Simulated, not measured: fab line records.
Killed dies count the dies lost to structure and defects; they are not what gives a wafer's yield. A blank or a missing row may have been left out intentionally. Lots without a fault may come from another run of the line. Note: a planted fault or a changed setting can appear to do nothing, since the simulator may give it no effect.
A lot that was struck, set against a sound lot ; flow sky130 ; 15 steps out of a route of 708
Sound: wafers L632.1, L632.2, L632.5. Struck: wafers L641.2, L641.5, L641.6. At the end, the cause is stated.
Order at every step that has rows: each side's tool, ch and its chambers, its first start. Under that, the readings that differ: sound wafers ; struck wafers ; difference of the means ; sigmas: that difference in standard deviations of wafers without a fault.
alike: readings whose means differ by less than 2 such deviations, and words and numbers that are the same on both sides. not compared: withheld readings, readings that some wafer has no value for, bounds like >300 that may hide the same value, and numbers for which the record gives no deviation and whose values overlap.
The two part at a step that has a row with sigmas, a row that says differs or no value, or rows on one side only. When numbers do not overlap yet have no deviation, they are printed without sigmas and do not part them. A reading that every wafer of one side lacks parts them only if that side has two wafers or more.

SKY_GATE_OXIDE_STRIP_13: strips in O2/N2.
  sound on plasmaAsher-04 ch 0,1, day 14 23:34; struck on plasmaAsher-03 ch 0,1, day 17 17:51
  alike: drypumpMotorCurrentA, o2FlowSccm, oesProductAu, stripTimeToEndpointS
  not compared: rfHoursCounterH
SKY_GATE_OXIDE_TW_MEAS_14:
  struck on filmMetro-01, day 17 17:58; sound on filmMetro-01, day 14 23:40
  alike: GATE_OXIDE_TW
then, 3 steps without rows for these wafers: SKY_GATE_OXIDE_CLEAN_15 (cleans in SC1/SC2, time 150 s); SKY_GATE_OXIDE_OXIDATION_16 (stabilise 600 s, purge 300 s, target thk 3.57 nm); SKY_POLY_GATE_CVD_00 (deposits poly-Si, target thk 180 nm, time 720 s).
SKY_POLY_GATE_THK_MEAS_01:
  struck on filmMetro-04, day 17 20:48; sound on filmMetro-02, day 15 04:08
  alike: POLY_GATE_CVD_00_THK
then, 6 steps without rows for these wafers: SKY_RES_PROTECT_DEHYDRATE_00 (time 60 s); SKY_RES_PROTECT_HMDS_01 (prime time 60 s); SKY_RES_PROTECT_COAT_02 (resist thk 1140 nm); SKY_RES_PROTECT_SOFTBAKE_03 (time 60 s); SKY_RES_PROTECT_EXPOSE_04 (exposes mask RPM, target cd 1270 nm); SKY_RES_PROTECT_PEB_05.
SKY_RES_PROTECT_DEVELOP_06: develop time 60 s.
  sound on lithoTrack-03 ch 0, day 16 07:26; struck on lithoTrack-03 ch 0, day 19 02:55
reading;sound;struck;difference;sigmas
developerTempC (C);23.03 23.11 23.00;21.74 21.84 21.84;-1.24;-11
  alike: resistLineTempC
then, 1 step without rows for these wafers: SKY_POLY_GATE_IMPLANT_02.
-- a jump in the record: the struck wafers' starts before and after are 30 days apart (it breaks off in module POLY_GATE and resumes in module PAD_OPEN, where the first step shown is number 708 of the route) --
SKY_PAD_OPEN_PROBE_99:
  struck on prober-01, day 48 15:06; sound on prober-02, day 46 16:29
  alike: killed_at_M0_to_M3, killed_at_M4_up, killedAtContacts, killedAtFrontEnd, killedAtOther, killedDies, killedOpen, killedShort

## WHERE THEY PART
Only at SKY_RES_PROTECT_DEVELOP_06, within this record. Later steps at which nothing parts them and some readings are alike: SKY_PAD_OPEN_PROBE_99.

WHY: whatever the simulator had introduced
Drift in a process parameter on lithoTrack-03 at SKY_RES_PROTECT_DEVELOP_06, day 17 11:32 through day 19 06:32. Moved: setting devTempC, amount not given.
